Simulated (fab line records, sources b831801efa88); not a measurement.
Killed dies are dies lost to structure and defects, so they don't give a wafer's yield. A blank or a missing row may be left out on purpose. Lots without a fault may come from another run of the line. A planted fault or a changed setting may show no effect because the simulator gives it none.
fab line records | flow sfq_line
record lots=6 wafers=18 last_day=80
route steps=325 shown R5@216 I5@228 C5@240 M6@251
lots that met no fault: from a run of the same line without faults
start_h: hours from the record's first day to the start of the lot's first wafer shown | wait_h: hours since the lot's step before | " the same as in the row above | L1.1+2: a row that stands for several wafers | - no value, or no start given | * or withheld: withheld | < > ~ a bound
route shown NAME@n: a module of which the file shows steps, and the number in the route of the first | usual: mean/standard deviation of fault-free wafers | same: alike in all rows | chamber/n: place in a boat | sites: the reading at each site | _std_site: their standard deviation | _edge_site: outer sites' mean less inner sites' | radius_mm: how far each site lies from the wafer's centre | mask NAME#n: copy n | behind: the tool/chamber that last shaped the wafer | hold: why the lot was held/for how many hours/how that ended | device: the transistor (n, p or np) that didn't switch | end of line: the same wafers' tests at the end of the route | a step without rows: its recipe alone | killed: dies lost to structure and defects at the first sort, not the wafer's yield | map: a wafer's dies, x killed, . not, _ none there
set.NAME: the setting as run; set.NAME@STEP: as run at that earlier step | model.NAME: the simulator's own value behind a step, which no gauge read
lots at some steps of the route; a table a step, a row a wafer
services: from which hour (start_h, from the record's first day; less than 0 if before it) a tool's chamber was out of use, for how many hours, and why
## steps
# step SFQ_R5_THK_MEAS_934
# recipe thk_meas_gauge=xrf reads=MoNx_of_TRILAYER_R5_DEP_SPUTTER_133
# usual R5_MONX_THK=41.0/0.56
# columns lot.wafer tool chamber start_h wait_h R5_MONX_THK[nm]
L892.2 film_metro-01 - 1105.12 0.1 40.9
L892.5 " - " " 41.0
L892.6 " - " " 40.8
L905.2 film_metro-03 - 1361.52 0.1 41.1
L905.3 " - " " 41.0
L905.6 " - " " 40.6
L906.2 film_metro-01 - 1374.27 0.1 41.3
L906.4 " - " " 40.8
L906.5 " - " " 41.1
L907.1 film_metro-01 - 1385.06 0.1 41.9
L907.3 " - " " 41.4
L907.5 " - " " 41.1
L909.1 film_metro-04 - 1405.46 0.1 41.4
L909.2 " - " " 41.1
L909.4 " - " " 41.4
L915.2 film_metro-01 - 1461.27 0.1 40.4
L915.4 " - " " 41.2
L915.6 " - " " 41.1
# step SFQ_TRILAYER_R5_LITHO_COAT_141
# recipe resist=BARC spin_rpm=3000 resist_thk_nm=62
# step SFQ_TRILAYER_R5_LITHO_COAT_136
# recipe resist=KrF spin_rpm=3000 resist_thk_nm=600
# step SFQ_TRILAYER_R5_LITHO_SOFTBAKE_140
# recipe temp_c=withheld time_s=withheld resist=KrF
# step SFQ_TRILAYER_R5_LITHO_EXPOSE_137
# recipe mask_id=R5 na=0.6 source_shape=conventional sigma_outer=0.65 target_cd_nm=500 dose_mj=14.4
# step SFQ_TRILAYER_R5_LITHO_PEB_139
# recipe peb_temp_c=115 peb_time_s=60 resist=KrF
# step SFQ_TRILAYER_R5_LITHO_DEVELOP_138
# recipe time_s=60 resist=KrF
# step SFQ_R5_OVL_MEAS_935
# usual R5_OVL=3/5.7
# columns lot.wafer tool chamber start_h wait_h R5_OVL[nm]
L892.2 overlay-01 - 1252.99 0.1 -2
L892.5 " - " " -5
L892.6 " - " " -5
L905.2 overlay-02 - 1490.03 0.1 -3
L905.3 " - " " 4
L905.6 " - " " 4
L906.2 overlay-02 - 1498.43 0.1 -4
L906.4 " - " " -4
L906.5 " - " " 5
L907.1 overlay-02 - 1503.22 0.1 -4
L907.3 " - " " -4
L907.5 " - " " -1
L909.1 overlay-01 - 1519.63 0.1 2
L909.2 " - " " 8
L909.4 " - " " 6
L915.2 overlay-01 - 1566.38 0.1 5
L915.4 " - " " 4
L915.6 " - " " 10
# step SFQ_TRILAYER_R5_BARC_OPEN_METAL_ETCH_177
# recipe mask_material=PR chemistry=O2 target_depth_nm=125 target=BARC icp_w=600 bias_w=80 pressure_mtorr=10 time_s=41.7
# usual drypump_motor_current_A=5.4/0.37 oes_product_au=0.685/0.0046
# columns lot.wafer tool chamber start_h wait_h drypump_motor_current_A oes_product_au rf_hours_counter_h
L892.2 rie_metal-04 0 1253.04 0.0 5.1 0.689 -
L892.5 " 0 " " 5.1 0.685 -
L892.6 " 0 " " 5.1 0.684 -
L905.2 rie_metal-04 1 1490.06 0.0 4.8 0.687 26
L905.3 " 1 " " 4.8 0.685 -
L905.6 " 0 " " 5.0 0.684 -
L906.2 rie_metal-03 0 1498.48 0.0 5.3 0.697 -
L906.4 " 0 " " 5.3 0.682 -
L906.5 " 0 " " 5.3 0.689 -
L907.1 rie_metal-04 1 1503.26 0.0 4.9 0.695 30
L907.3 " 0 " " 5.1 0.686 -
L907.5 " 1 " " 4.9 0.687 -
L909.1 rie_metal-03 0 1519.67 0.0 5.3 0.684 7
L909.2 " 0 " " 5.3 0.685 -
L909.4 " 0 " " 5.3 0.688 -
L915.2 rie_metal-04 0 1566.41 0.0 5.1 0.686 23
L915.4 " 0 " " 5.1 0.680 -
L915.6 " 1 " " 4.9 0.678 -
# step SFQ_TRILAYER_R5_ETCH_METAL_ETCH_139
# recipe stop_on=SiO2 mask_material=PR chemistry=Cl2 target_depth_nm=60 icp_w=600 bias_w=80 pressure_mtorr=10 time_s=40
# usual drypump_motor_current_A=5.4/0.37 oes_product_au=0.993/0.0059
# columns lot.wafer tool chamber start_h wait_h drypump_motor_current_A oes_product_au rf_hours_counter_h
L892.2 rie_metal-04 0 1253.16 0.1 5.1 0.999 -
L892.5 " 0 " " 5.1 0.994 -
L892.6 " 0 " " 5.1 0.993 -
L905.2 rie_metal-04 1 1490.12 0.0 4.9 0.990 26
L905.3 " 1 " " 4.8 0.978 -
L905.6 " 0 " " 5.1 0.990 -
L906.2 rie_metal-03 0 1498.60 0.1 5.3 0.990 -
L906.4 " 0 " " 5.3 0.991 -
L906.5 " 0 " " 5.3 0.987 -
L907.1 rie_metal-04 1 1503.32 0.0 4.9 0.984 30
L907.3 " 0 " " 5.1 0.997 -
L907.5 " 1 " " 4.9 0.984 -
L909.1 rie_metal-03 0 1519.79 0.1 5.3 0.991 7
L909.2 " 0 " " 5.3 0.989 -
L909.4 " 0 " " 5.3 0.993 -
L915.2 rie_metal-04 0 1566.47 0.0 5.1 0.998 23
L915.4 " 0 " " 5.1 1.004 -
L915.6 " 1 " " 4.9 0.973 -
# step SFQ_TRILAYER_R5_STRIP_STRIP_140
# recipe gas=O2 power_w=200 platen_temp_c=40 overash_fraction=0.65 chemistry=O2 pressure_mtorr=50
# step SFQ_TRILAYER_R5_STRIP_SOLV_CLEAN_141
# recipe chemistry=NMP temp_c=70 time_s=600
# step SFQ_TRILAYER_A5C_DEP_PECVD_142
# recipe material=SiO2 temp_c=150 time_s=15.556 pressure_torr=2.4 rf_w=183.3 precursor=SiH4/N2O target_thk_nm=70
# usual heater_power_w=76/14 rf_fwd_power_W=180.2/1.2 throttle_valve_pct=24.5/0.76
# columns lot.wafer tool chamber start_h wait_h heater_power_w rf_fwd_power_W since_wet_clean_h throttle_valve_pct model.SiO2_of_TRILAYER_A5C_DEP_PECVD_142.thk_nm
L892.2 pecvd-01 2 1254.63 0.0 75 179.6 1046 25.5 68.97
L892.5 " 1 " " 61 180.6 - 23.7 70.47
L892.6 " 2 " " 77 179.9 - 25.4 70.51
L905.2 pecvd-02 2 1491.13 0.0 66 181.3 913 24.8 68.09
L905.3 " 1 " " 60 178.3 913 23.9 70.26
L905.6 " 2 " " 67 180.7 - 25.1 69.66
L906.2 pecvd-02 0 1500.07 0.0 81 209.3 922 24.8 72.55
L906.4 " 2 " " 48 210.1 - 24.9 71.95
L906.5 " 0 " " 79 209.3 - 24.8 73.38
L907.1 pecvd-02 1 1504.15 0.0 52 207.8 926 24.1 74.04
L907.3 " 0 " " 79 209.9 926 24.4 73.38
L907.5 " 0 " " 64 209.6 - 24.3 74.45
L909.1 pecvd-03 0 1521.28 0.0 90 181.2 191 23.6 70.25
L909.2 " 1 " " 79 181.8 191 24.0 68.66
L909.4 " 1 " " 79 180.5 - 24.1 69.88
L915.2 pecvd-03 0 1567.30 0.0 85 180.7 237 23.4 69.35
L915.4 " 0 " " 87 181.4 - 23.7 70.74
L915.6 " 1 " " 70 181.0 - 23.8 70.28
# step SFQ_TRILAYER_I5_LITHO_COAT_149
# recipe resist=BARC spin_rpm=3000 resist_thk_nm=62
# step SFQ_TRILAYER_I5_LITHO_COAT_144
# recipe resist=KrF spin_rpm=3000 resist_thk_nm=650
# step SFQ_TRILAYER_I5_LITHO_SOFTBAKE_148
# recipe temp_c=withheld time_s=withheld resist=KrF
# step SFQ_TRILAYER_I5_LITHO_EXPOSE_145
# recipe mask_id=I5 na=0.6 source_shape=conventional sigma_outer=0.65 target_cd_nm=700 dose_mj=21.3
# step SFQ_TRILAYER_I5_LITHO_PEB_147
# recipe peb_temp_c=115 peb_time_s=60 resist=KrF
# step SFQ_TRILAYER_I5_LITHO_DEVELOP_146
# recipe time_s=60 resist=KrF
# step SFQ_I5_OVL_MEAS_936
# usual I5_OVL=0/5.8
# columns lot.wafer tool chamber start_h wait_h I5_OVL[nm]
L892.2 overlay-01 - 1398.69 0.1 -7
L892.5 " - " " 3
L892.6 " - " " -3
L905.2 overlay-02 - 1519.34 0.1 11
L905.3 " - " " -5
L905.6 " - " " 2
L906.2 overlay-02 - 1520.54 0.1 -3
L906.4 " - " " -3
L906.5 " - " " 1
L907.1 overlay-02 - 1521.73 0.1 -5
L907.3 " - " " -5
L907.5 " - " " -6
L909.1 overlay-02 - 1528.93 0.1 -7
L909.2 " - " " -9
L909.4 " - " " -7
L915.2 overlay-02 - 1571.13 0.1 0
L915.4 " - " " -1
L915.6 " - " " 1
# step SFQ_TRILAYER_I5_BARC_OPEN_VIA_ETCH_200
# recipe mask_material=PR chemistry=O2 target_depth_nm=125 target=BARC source_w=500 bias_w=80 pressure_mtorr=30 time_s=41.7
# usual drypump_motor_current_A=5.7/0.43 oes_product_au=0.685/0.0047
# columns lot.wafer tool chamber start_h wait_h drypump_motor_current_A oes_product_au rf_hours_counter_h
L892.2 rie_diel-03 2 1398.72 0.0 5.7 0.686 5
L892.5 " 3 " " 5.9 0.690 -
L892.6 " 0 " " 4.8 0.688 -
L905.2 rie_diel-03 3 1519.37 0.0 5.9 0.682 3
L905.3 " 2 " " 5.7 0.678 7
L905.6 " 1 " " 5.4 0.686 -
L906.2 rie_diel-04 3 1520.57 0.0 5.3 0.694 11
L906.4 " 0 " " 5.7 0.686 15
L906.5 " 2 " " 6.0 0.691 -
L907.1 rie_diel-03 1 1521.77 0.0 5.4 0.687 21
L907.3 " 2 " " 5.7 0.683 7
L907.5 " 2 " " 5.7 0.685 -
L909.1 rie_diel-04 1 1528.97 0.0 6.6 0.681 12
L909.2 " 3 " " 5.3 0.684 11
L909.4 " 2 " " 6.0 0.685 5
L915.2 rie_diel-03 0 1571.16 0.0 4.8 0.686 22
L915.4 " 3 " " 5.9 0.682 4
L915.6 " 2 " " 5.7 0.696 -
# step SFQ_TRILAYER_I5_ETCH_VIA_ETCH_147
# recipe stop_on=Nb mask_material=PR chemistry=CHF3 target_depth_nm=360 source_w=500 bias_w=80 pressure_mtorr=30 time_s=withheld
# usual drypump_motor_current_A=5.7/0.44 oes_product_au=0.988/0.0076
# columns lot.wafer tool chamber start_h wait_h drypump_motor_current_A oes_product_au
L892.2 rie_diel-03 2 1398.76 0.0 5.7 0.989
L892.5 " 3 " " 5.9 0.992
L892.6 " 0 " " 4.8 0.993
L905.2 rie_diel-03 3 1519.41 0.0 5.8 0.995
L905.3 " 2 " " 5.7 0.993
L905.6 " 1 " " 5.4 0.988
L906.2 rie_diel-04 3 1520.61 0.0 5.3 0.992
L906.4 " 0 " " 5.7 0.983
L906.5 " 2 " " 6.0 0.986
L907.1 rie_diel-03 1 1521.81 0.0 5.4 0.971
L907.3 " 2 " " 5.7 0.991
L907.5 " 2 " " 5.7 0.985
L909.1 rie_diel-04 1 1529.01 0.0 6.6 0.983
L909.2 " 3 " " 5.3 1.004
L909.4 " 2 " " 6.0 0.994
L915.2 rie_diel-03 0 1571.20 0.0 4.8 0.992
L915.4 " 3 " " 5.8 1.001
L915.6 " 2 " " 5.7 0.994
# step SFQ_TRILAYER_I5_STRIP_STRIP_148
# recipe gas=O2 power_w=200 platen_temp_c=40 overash_fraction=0.65 chemistry=O2 pressure_mtorr=50
# usual drypump_motor_current_A=5.3/0.38 oes_product_au=1.011/0.011
# columns lot.wafer tool chamber start_h wait_h drypump_motor_current_A oes_product_au rf_hours_counter_h
L892.2 rie_metal-01 1 1398.91 - 5.2 1.032 15
L892.5 " 1 " " 5.1 1.022 -
L892.6 " 0 " " 5.1 1.009 -
L905.2 rie_metal-01 1 1519.56 - 5.2 1.006 32
L905.3 " 1 " " 5.2 0.999 -
L905.6 " 0 " " 5.1 1.000 -
L906.2 rie_metal-02 0 1520.76 - 5.8 1.012 87
L906.4 " 1 " " 6.0 1.022 -
L906.5 " 1 " " 5.9 1.018 -
L907.1 rie_metal-01 0 1521.96 - 5.1 1.022 56
L907.3 " 0 " " 5.1 1.011 -
L907.5 " 0 " " 5.1 1.013 -
L909.1 rie_metal-04 1 1529.16 - 4.9 0.987 35
L909.2 " 1 " " 4.9 0.984 -
L909.4 " 1 " " 4.9 1.000 -
L915.2 rie_metal-01 0 1571.35 - 5.1 1.017 62
L915.4 " 0 " " 5.1 1.026 -
L915.6 " 1 " " 5.2 1.009 -
# step SFQ_TRILAYER_I5_STRIP_SOLV_CLEAN_149
# recipe chemistry=NMP temp_c=70 time_s=600
# step SFQ_TRILAYER_C5_LITHO_COAT_156
# recipe resist=BARC spin_rpm=3000 resist_thk_nm=62
# step SFQ_TRILAYER_C5_LITHO_COAT_151
# recipe resist=KrF spin_rpm=3000 resist_thk_nm=650
# step SFQ_TRILAYER_C5_LITHO_SOFTBAKE_155
# recipe temp_c=withheld time_s=withheld resist=KrF
# step SFQ_TRILAYER_C5_LITHO_EXPOSE_152
# recipe mask_id=C5 na=0.6 source_shape=conventional sigma_outer=0.65 target_cd_nm=500 dose_mj=21.3
# step SFQ_TRILAYER_C5_LITHO_PEB_154
# recipe peb_temp_c=115 peb_time_s=60 resist=KrF
# step SFQ_TRILAYER_C5_LITHO_DEVELOP_153
# recipe time_s=60 resist=KrF
# step SFQ_C5_OVL_MEAS_937
# usual C5_OVL=0/5.7
# columns lot.wafer tool chamber start_h wait_h C5_OVL[nm]
L892.2 overlay-01 - 1514.78 0.1 5
L892.5 " - " " 11
L892.6 " - " " 3
L905.2 overlay-02 - 1629.81 0.1 -3
L905.3 " - " " -6
L905.6 " - " " -1
L906.2 overlay-02 - 1630.79 0.1 8
L906.4 " - " " -3
L906.5 " - " " -1
L907.1 overlay-02 - 1633.18 0.1 -5
L907.3 " - " " -7
L907.5 " - " " 0
L909.1 overlay-01 - 1641.58 0.1 1
L909.2 " - " " 2
L909.4 " - " " -1
L915.2 overlay-02 - 1672.93 0.1 7
L915.4 " - " " 4
L915.6 " - " " 8
# step SFQ_TRILAYER_C5_BARC_OPEN_VIA_ETCH_210
# recipe mask_material=PR chemistry=O2 target_depth_nm=125 target=BARC source_w=500 bias_w=80 pressure_mtorr=30 time_s=41.7
# step SFQ_TRILAYER_C5_ETCH_VIA_ETCH_154
# recipe target=SiO2 mask_material=PR chemistry=CHF3 target_depth_nm=84 source_w=500 bias_w=80 pressure_mtorr=30 time_s=withheld stop_on=Nb
# usual drypump_motor_current_A=5.8/0.35 oes_product_au=0.895/0.0093
# columns lot.wafer tool chamber start_h wait_h drypump_motor_current_A oes_product_au model.C5.feature_depth_nm model.etch.depth_nm
L892.2 rie_diel-01 2 1514.85 0.0 5.8 0.890 68.97 68.97
L892.5 " 1 " " 5.8 0.897 70.47 70.47
L892.6 " 0 " " 5.6 0.904 70.51 70.51
L905.2 rie_diel-04 3 1629.88 0.0 5.3 0.881 68.09 68.09
L905.3 " 0 " " 5.7 0.896 70.26 70.26
L905.6 " 0 " " 5.7 0.890 69.66 69.66
L906.2 rie_diel-01 3 1630.86 0.0 6.2 0.915 72.55 72.55
L906.4 " 2 " " 5.8 0.899 71.95 71.95
L906.5 " 1 " " 5.8 0.925 73.38 73.38
L907.1 rie_diel-02 2 1633.26 0.0 5.8 0.924 74.04 74.04
L907.3 " 1 " " 5.4 0.924 73.38 73.38
L907.5 " 3 " " 5.8 0.928 74.45 74.45
L909.1 rie_diel-04 0 1641.66 0.0 5.7 0.894 70.25 70.25
L909.2 " 2 " " 6.0 0.885 68.66 68.66
L909.4 " 3 " " 5.3 0.883 69.88 69.88
L915.2 rie_diel-02 1 1673.00 0.0 5.4 0.891 69.35 69.35
L915.4 " 3 " " 5.8 0.898 70.74 70.74
L915.6 " 2 " " 5.8 0.898 70.28 70.28
# step SFQ_TRILAYER_C5_STRIP_STRIP_155
# recipe gas=O2 power_w=200 platen_temp_c=40 overash_fraction=0.65 chemistry=O2 pressure_mtorr=50
# step SFQ_TRILAYER_C5_STRIP_SOLV_CLEAN_156
# recipe chemistry=NMP temp_c=70 time_s=600
# step SFQ_TRILAYER_M6_DEP_PRE_CLEAN_158
# recipe gas=Ar time_s=22.5 bias_v=250
# columns lot.wafer tool chamber start_h wait_h model.SiO2_of_TRILAYER_A5C_DEP_PECVD_142.thk_nm
L892.2 pvd_sputter-06 - 1516.27 0.0 61.47
L892.5 " - " " 62.97
L892.6 " - " " 63.01
L905.2 pvd_sputter-05 - 1630.70 0.0 60.59
L905.3 " - " " 62.76
L905.6 " - " " 62.16
L906.2 pvd_sputter-04 - 1632.28 0.0 65.05
L906.4 " - " " 64.45
L906.5 " - " " 65.88
L907.1 pvd_sputter-05 - 1634.08 0.0 66.54
L907.3 " - " " 65.88
L907.5 " - " " 66.95
L909.1 pvd_sputter-05 - 1642.48 0.0 62.75
L909.2 " - " " 61.16
L909.4 " - " " 62.38
L915.2 pvd_sputter-05 - 1673.82 0.0 61.85
L915.4 " - " " 63.24
L915.6 " - " " 62.78
# step SFQ_TRILAYER_M6_DEP_SPUTTER_157
# recipe material=Nb base_pressure_pa=1.33e-06 chamber_pressure_pa=0.1333 substrate_temp_c=20 target_thk_nm=200 power_w=2000 time_s=133.3
## services
# columns tool chamber start_h hours kind
rie_diel-03 3 1235.47 38.0 repair
rie_diel-03 2 1251.81 13.1 repair
rie_metal-01 1 1281.49 6.9 repair
rie_metal-04 1 1284.01 6.5 repair
rie_diel-03 - 1323.24 14.6 pm
rie_diel-04 2 1343.59 1.2 repair
rie_diel-03 3 1346.95 1.6 repair
rie_diel-03 1 1349.18 6.5 repair
rie_metal-03 - 1357.59 0.9 repair
rie_diel-04 0 1374.89 4.8 repair
rie_diel-03 - 1377.26 2.8 pm
rie_metal-01 - 1379.99 0.9 repair
rie_metal-03 - 1391.84 1.2 repair
rie_metal-03 0 1400.56 18.8 repair
rie_metal-01 - 1420.45 0.4 repair
rie_diel-03 - 1452.12 0.3 repair
rie_diel-03 1 1480.81 9.8 repair
rie_diel-04 0 1525.11 2.0 repair
rie_metal-04 0 1528.84 5.5 repair
rie_metal-01 0 1556.29 14.0 repair
rie_diel-03 0 1556.52 8.0 repair
rie_metal-04 - 1577.31 2.8 pm
rie_diel-04 3 1642.58 6.8 repair
rie_diel-03 - 1659.97 1.6 repair
## key
first_sign step=SFQ_TRILAYER_A5C_DEP_PECVD_142 reading=rf_fwd_power_W direction=up sigmas=25 usual=180.2 struck=209.3
effect step=SFQ_TRILAYER_C5_ETCH_VIA_ETCH_154 reading=oes_product_au direction=up sigmas=2.6 usual=0.895 struck=0.919
model_effect step=SFQ_TRILAYER_A5C_DEP_PECVD_142 value=SiO2_of_TRILAYER_A5C_DEP_PECVD_142.thk_nm without=70.1 struck=73.29
model_effect step=SFQ_TRILAYER_C5_ETCH_VIA_ETCH_154 value=C5.feature_depth_nm without=70.1 struck=73.29
model_effect step=SFQ_TRILAYER_M6_DEP_PRE_CLEAN_158 value=SiO2_of_TRILAYER_A5C_DEP_PECVD_142.thk_nm without=62.6 struck=65.79
met_at SFQ_TRILAYER_A5C_DEP_PECVD_142
struck_wafers L906.2,L906.4,L906.5,L907.1,L907.3,L907.5
onset_between 1491.13 1500.07
fault kind=process_parameter_drift tool=pecvd-02 chamber=- onset_h=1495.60 steps=SFQ_TRILAYER_A5C_DEP_PECVD_142 channel=rf_w offset=29.328 shape=step end_h=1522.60 acts_in=these_recipes_only stated=183.3
